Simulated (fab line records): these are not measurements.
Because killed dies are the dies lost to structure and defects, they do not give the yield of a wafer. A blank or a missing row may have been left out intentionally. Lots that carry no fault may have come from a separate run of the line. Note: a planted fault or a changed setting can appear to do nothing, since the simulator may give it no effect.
fab line records | flow gf180mcu
record lots=15 wafers=45 lastDay=34
route steps=602 shown V2@404 MIM@505 V5@561
lots that met no fault: taken from a fault-free run of the same line
startH: start of the lot's first displayed wafer, in hours after the record's first day | waitH: hours since the lot's step before | " unchanged from the row above | L1.1+2: one row covering several wafers at once | - no value present, or no start provided | * or withheld: withheld | < > ~ a bound
route shown NAME@n: names a module that has steps shown in the file, with the first one's number in the route | usual: the fault-free wafers' mean and standard deviation | same: alike in all rows | chamber/n: place in a boat | sites: the reading at each site | _std_site: the standard deviation of these | _edge_site: the outer-site mean with the inner-site mean subtracted | radiusMm: how far each site lies from the wafer's centre | mask NAME#n: copy n | behind: the last tool/chamber to shape the wafer | hold: what put the lot on hold/how long, in hours/how the hold closed | device: which transistor (n, p or np) failed to switch | end of line: at the end of the route, the tests of the same wafers | where a step has no rows: the recipe by itself | killed: dies that structure and defects cost at the first sort, which is not the same as the wafer's yield | map: the dies of a wafer, with x for killed, . for not killed, _ for no die there
set.NAME: the setting the step ran with; set.NAME@STEP: the setting that earlier step ran with | model.NAME: the simulator's own value behind a step, which no gauge read
steps of the route over a sample of lots; a table a step, a row a wafer
services: the hour from which a tool's chamber was out of use, counted from the record's first day as startH (under 0 if before that day), plus the number of hours and why
## steps
# step GF_V2_SPUTTER_22
# recipe material=TiN targetThkNm=10 chamberPressurePa=5 powerW=4000 timeS=40
# usual cathodeDcPowerW=4000.0/0.73 chamberPressurePa=4.999/0.0099 throttleValvePct=30.1/0.81
# columns lot.wafer tool chamber startH waitH cathodeDcPowerW chamberPressurePa throttleValvePct
L686.3 pvdSputter-01 - 482.54 0.0 4000.4 5.016 31.0
L686.5 " - " " 4000.1 4.998 30.9
L686.6 " - " " 4000.3 4.989 31.0
L687.2 pvdSputter-04 - 488.16 0.0 4001.8 4.995 30.2
L687.3 " - " " 4000.9 5.005 29.6
L687.4 " - " " 3999.3 4.993 30.5
L688.3 pvdSputter-02 - 501.49 0.0 3999.8 4.998 31.4
L688.4 " - " " 4000.9 4.990 28.7
L688.6 " - " " 3999.8 4.997 31.4
L689.2 pvdSputter-02 - 511.83 0.0 4000.4 4.993 29.6
L689.4 " - " " 3999.8 5.009 31.6
L689.6 " - " " 3999.2 5.018 29.5
L691.2 pvdSputter-04 - 526.40 0.0 3999.7 4.978 29.7
L691.3 " - " " 4002.1 4.996 30.6
L691.4 " - " " 4000.3 5.004 30.4
L692.3 pvdSputter-04 - 538.60 0.0 4000.5 4.997 30.1
L692.4 " - " " 3999.3 5.001 29.7
L692.6 " - " " 4000.6 5.005 29.7
L693.1 pvdSputter-02 - 547.36 0.0 4000.3 5.014 29.7
L693.4 " - " " 3999.8 4.998 31.6
L693.5 " - " " 3999.1 5.012 29.7
L700.1 pvdSputter-01 - 598.91 0.0 3999.7 4.977 29.4
L700.4 " - " " 3999.6 5.007 30.9
L700.5 " - " " 4000.5 4.978 31.1
L701.1 pvdSputter-04 - 610.98 0.0 4000.3 4.988 29.7
L701.2 " - " " 4000.0 5.001 30.8
L701.5 " - " " 4000.3 4.999 30.3
L702.2 pvdSputter-01 - 618.57 0.0 4000.8 4.976 30.9
L702.4 " - " " 4001.2 4.998 30.4
L702.5 " - " " 3998.4 4.982 29.4
L703.2 pvdSputter-04 - 619.52 0.0 3999.7 5.015 30.9
L703.3 " - " " 3999.4 4.986 30.2
L703.6 " - " " 4000.0 4.989 30.0
L704.2 pvdSputter-02 - 629.16 0.0 4000.0 4.994 28.7
L704.5 " - " " 3998.7 4.995 29.4
L704.6 " - " " 4000.1 5.004 28.6
L705.1 pvdSputter-04 - 633.55 0.0 3999.0 5.005 30.1
L705.4 " - " " 4000.7 5.012 29.9
L705.5 " - " " 3999.2 5.002 30.4
L707.1 pvdSputter-01 - 644.55 0.0 3999.4 4.996 31.1
L707.5 " - " " 4000.6 5.008 29.2
L707.6 " - " " 3998.3 5.005 30.4
L706.1 pvdSputter-01 - 647.61 0.0 4000.6 5.005 29.0
L706.2 " - " " 4001.0 5.002 31.2
L706.6 " - " " 3999.4 5.001 30.2
# step GF_MIM_SPUTTER_02
# recipe material=AlCu targetThkNm=450 powerW=10600 timeS=23.9 chamberPressurePa=0.4
# usual cathodeDcPowerW=10600/1.8 chamberPressurePa=0.4001/0.00074 throttleValvePct=30.0/0.66
# columns lot.wafer tool chamber startH waitH cathodeDcPowerW chamberPressurePa throttleValvePct
L686.3 pvdSputter-04 - 581.18 0.0 10601 0.4007 29.8
L686.5 " - " " 10601 0.4003 30.4
L686.6 " - " " 10597 0.4006 30.1
L687.2 pvdSputter-04 - 585.28 0.0 10603 0.4008 30.2
L687.3 " - " " 10600 0.3998 29.9
L687.4 " - " " 10598 0.3989 30.3
L688.3 pvdSputter-02 - 596.72 0.0 10603 0.4004 29.0
L688.4 " - " " 10599 0.4005 29.1
L688.6 " - " " 10601 0.4007 31.2
L689.2 pvdSputter-03 - 607.16 0.0 10598 0.4002 30.1
L689.4 " - " " 10603 0.3997 29.5
L689.6 " - " " 10602 0.4010 29.5
L691.2 pvdSputter-03 - 618.15 0.0 10597 0.3992 29.6
L691.3 " - " " 10594 0.3995 30.7
L691.4 " - " " 10601 0.3994 30.5
L692.3 pvdSputter-02 - 632.27 0.0 10602 0.4011 29.3
L692.4 " - " " 10598 0.3993 28.5
L692.6 " - " " 10604 0.4006 29.4
L693.1 pvdSputter-04 - 638.99 0.0 10605 0.3989 30.0
L693.4 " - " " 10601 0.3999 30.3
L693.5 " - " " 10598 0.3999 30.3
L700.1 pvdSputter-04 - 684.97 0.0 10600 0.3998 30.2
L700.4 " - " " 10595 0.4006 29.7
L700.5 " - " " 10602 0.3999 30.2
L701.1 pvdSputter-03 - 696.07 0.0 10601 0.3987 30.5
L701.2 " - " " 10602 0.3987 30.3
L701.5 " - " " 10601 0.4013 29.5
L702.2 pvdSputter-02 - 702.71 0.0 10599 0.4001 29.4
L702.4 " - " " 10600 0.4001 28.8
L702.5 " - " " 10602 0.4003 28.9
L703.2 pvdSputter-04 - 703.70 0.0 10597 0.4008 29.8
L703.3 " - " " 10603 0.4011 30.3
L703.6 " - " " 10598 0.4005 30.1
L704.2 pvdSputter-02 - 712.79 0.0 10596 0.3980 29.1
L704.5 " - " " 10599 0.3999 31.7
L704.6 " - " " 10599 0.4007 29.1
L705.1 pvdSputter-03 - 717.27 0.0 10600 0.3995 30.9
L705.4 " - " " 10601 0.3984 29.5
L705.5 " - " " 10600 0.3996 30.3
L707.1 pvdSputter-04 - 726.42 0.0 10601 0.3999 30.2
L707.5 " - " " 10602 0.3995 29.9
L707.6 " - " " 10601 0.4003 30.7
L706.1 pvdSputter-04 - 728.38 0.0 10600 0.3995 30.4
L706.2 " - " " 10598 0.4014 30.1
L706.6 " - " " 10602 0.3998 30.1
# step GF_MIM_SPUTTER_03
# recipe material=Ti targetThkNm=10 substrateTempC=300 chamberPressurePa=0.3 powerW=3000 timeS=6.7
# usual cathodeDcPowerW=3000.0/0.52 chamberPressurePa=0.3000/0.0006 throttleValvePct=30.1/0.65
# columns lot.wafer tool chamber startH waitH cathodeDcPowerW chamberPressurePa throttleValvePct
L686.3 pvdSputter-04 - 581.21 0.0 2999.7 0.3005 30.2
L686.5 " - " " 3000.8 0.2998 30.3
L686.6 " - " " 2999.8 0.2993 30.2
L687.2 pvdSputter-04 - 585.31 0.0 3000.4 0.3001 30.5
L687.3 " - " " 2999.7 0.2996 30.0
L687.4 " - " " 3000.2 0.2997 30.5
L688.3 pvdSputter-02 - 596.75 0.0 3000.1 0.3000 28.6
L688.4 " - " " 3000.0 0.2995 29.3
L688.6 " - " " 3000.7 0.3004 31.4
L689.2 pvdSputter-03 - 607.19 0.0 3000.4 0.3002 30.3
L689.4 " - " " 3001.1 0.2994 29.2
L689.6 " - " " 3000.2 0.3007 29.6
L691.2 pvdSputter-03 - 618.18 0.0 3000.3 0.3003 29.7
L691.3 " - " " 3000.5 0.2998 30.9
L691.4 " - " " 2999.6 0.3011 30.6
L692.3 pvdSputter-02 - 632.30 0.0 3000.3 0.3005 29.1
L692.4 " - " " 2999.6 0.3001 28.7
L692.6 " - " " 3000.0 0.3000 29.2
L693.1 pvdSputter-04 - 639.02 0.0 2999.9 0.3001 30.1
L693.4 " - " " 2998.8 0.2987 30.0
L693.5 " - " " 3001.0 0.2988 30.0
L700.1 pvdSputter-04 - 685.00 0.0 3000.0 0.2993 30.1
L700.4 " - " " 3000.5 0.2998 29.9
L700.5 " - " " 2999.8 0.2999 30.4
L701.1 pvdSputter-03 - 696.10 0.0 2999.9 0.3005 30.8
L701.2 " - " " 3000.2 0.3008 30.3
L701.5 " - " " 3000.3 0.2999 29.6
L702.2 pvdSputter-02 - 702.74 0.0 2999.7 0.3001 29.7
L702.4 " - " " 2999.8 0.2997 29.1
L702.5 " - " " 2999.6 0.2997 29.3
L703.2 pvdSputter-04 - 703.74 0.0 2999.9 0.3001 29.9
L703.3 " - " " 3000.4 0.3007 30.4
L703.6 " - " " 3000.4 0.3000 30.1
L704.2 pvdSputter-02 - 712.82 0.0 2999.7 0.3005 29.1
L704.5 " - " " 2999.7 0.2999 31.5
L704.6 " - " " 3000.0 0.3001 29.2
L705.1 pvdSputter-03 - 717.30 0.0 3000.1 0.3008 31.0
L705.4 " - " " 2999.2 0.3007 29.5
L705.5 " - " " 3000.1 0.2996 30.2
L707.1 pvdSputter-04 - 726.45 0.0 2999.0 0.2997 30.7
L707.5 " - " " 3000.3 0.2996 30.0
L707.6 " - " " 2999.6 0.3007 30.6
L706.1 pvdSputter-04 - 728.41 0.0 3000.5 0.3015 30.8
L706.2 " - " " 2999.6 0.3004 30.3
L706.6 " - " " 3000.2 0.2995 30.1
# step GF_V5_SPUTTER_21
# recipe material=Ti targetThkNm=15 chamberPressurePa=5 powerW=2500 substrateTempC=200 timeS=80.02
# usual cathodeDcPowerW=2500.0/0.48 chamberPressurePa=4.999/0.0097 throttleValvePct=30.1/0.52
# columns lot.wafer tool chamber startH waitH cathodeDcPowerW chamberPressurePa throttleValvePct
L686.3 pvdSputter-04 - 647.09 0.0 2499.9 4.997 30.7
L686.5 " - " " 2500.2 5.008 30.8
L686.6 " - " " 2500.7 4.997 30.1
L687.2 pvdSputter-03 - 650.02 0.0 2500.2 5.009 30.6
L687.3 " - " " 2500.5 5.006 29.6
L687.4 " - " " 2499.7 5.007 30.2
L688.3 pvdSputter-01 - 660.31 0.0 2500.3 4.988 30.8
L688.4 " - " " 2499.6 4.993 30.3
L688.6 " - " " 2500.7 4.985 29.1
L689.2 pvdSputter-03 - 669.86 0.0 2500.4 4.997 29.6
L689.4 " - " " 2499.7 5.006 29.4
L689.6 " - " " 2500.7 4.987 30.5
L691.2 pvdSputter-03 - 680.54 0.0 - - -
L691.3 " - " " - - -
L691.4 " - " " - - -
L692.3 pvdSputter-03 - 693.04 0.0 - - -
L692.4 " - " " - - -
L692.6 " - " " - - -
L693.1 pvdSputter-04 - 699.67 0.0 - - -
L693.4 " - " " - - -
L693.5 " - " " - - -
L700.1 pvdSputter-04 - 741.63 0.0 2500.6 4.987 30.6
L700.4 " - " " 2500.5 5.000 29.9
L700.5 " - " " 2500.6 4.998 30.3
L701.1 pvdSputter-04 - 750.80 0.0 2500.3 4.997 30.1
L701.2 " - " " 2501.1 4.998 30.0
L701.5 " - " " 2500.6 4.983 30.8
L702.2 pvdSputter-04 - 759.06 0.0 2500.0 5.011 30.1
L702.4 " - " " 2500.1 5.005 29.9
L702.5 " - " " 2500.7 4.994 29.6
L703.2 pvdSputter-03 - 759.48 0.0 2499.7 5.006 30.9
L703.3 " - " " 2499.9 4.998 29.0
L703.6 " - " " 2499.5 5.000 29.7
L704.2 pvdSputter-04 - 765.52 0.0 2499.4 5.018 30.7
L704.5 " - " " 2500.6 5.006 29.6
L704.6 " - " " 2500.1 4.997 30.7
L705.1 pvdSputter-01 - 769.66 0.0 2499.6 4.995 30.9
L705.4 " - " " 2500.6 4.998 30.7
L705.5 " - " " 2500.3 4.986 29.1
L707.1 pvdSputter-04 - 778.56 0.0 2499.9 4.991 30.7
L707.5 " - " " 2500.1 5.005 30.6
L707.6 " - " " 2500.9 5.000 30.0
L706.1 pvdSputter-04 - 780.22 0.1 2500.6 4.998 30.3
L706.2 " - " " 2500.4 5.002 30.3
L706.6 " - " " 2500.0 5.003 30.0
## services
# columns tool chamber startH hours kind
pvdSputter-03 - 516.22 4.9 repair
pvdSputter-02 - 572.08 3.3 repair
pvdSputter-02 - 589.13 4.5 repair
pvdSputter-04 - 599.92 4.5 repair
pvdSputter-02 - 610.90 6.0 repair
pvdSputter-03 - 634.79 1.3 repair
pvdSputter-01 - 676.22 92.4 repair
pvdSputter-01 - 679.23 7.9 repair
pvdSputter-02 - 730.77 1.9 repair
pvdSputter-01 - 737.93 4.4 repair
pvdSputter-02 - 746.65 4.5 repair
pvdSputter-03 - 777.64 4.2 repair
## key
firstSign step=GF_V5_SPUTTER_21 reading=toolRecord direction=missing
effect none on later readings
metAt GF_V5_SPUTTER_21
struckLots L691,L692,L693
laterRowsLeftOut L691.2,L691.3,L691.4,L692.3,L692.4,L692.6,L693.1,L693.4,L693.5
sortLeftOut L691.2,L691.3,L691.4,L692.3,L692.4,L692.6,L693.1,L693.4,L693.5
notActingAt GF_V2_SPUTTER_22,GF_MIM_SPUTTER_02,GF_MIM_SPUTTER_03
onsetBetween 669.86 680.54
fault kind=skippedStepWhole tool=pvdSputter-03,pvdSputter-04 chamber=- onsetH=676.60 steps=GF_V5_SPUTTER_21 scope=struckLotsOnly
# sortLeftOut: the simulated sort isn't trusted on such a fault, so these wafers' sort isn't shown, and their yield isn't known
# laterRowsLeftOut: the simulator's readings of these wafers behind a module that went badly wrong aren't trusted and aren't shown, but for the sort
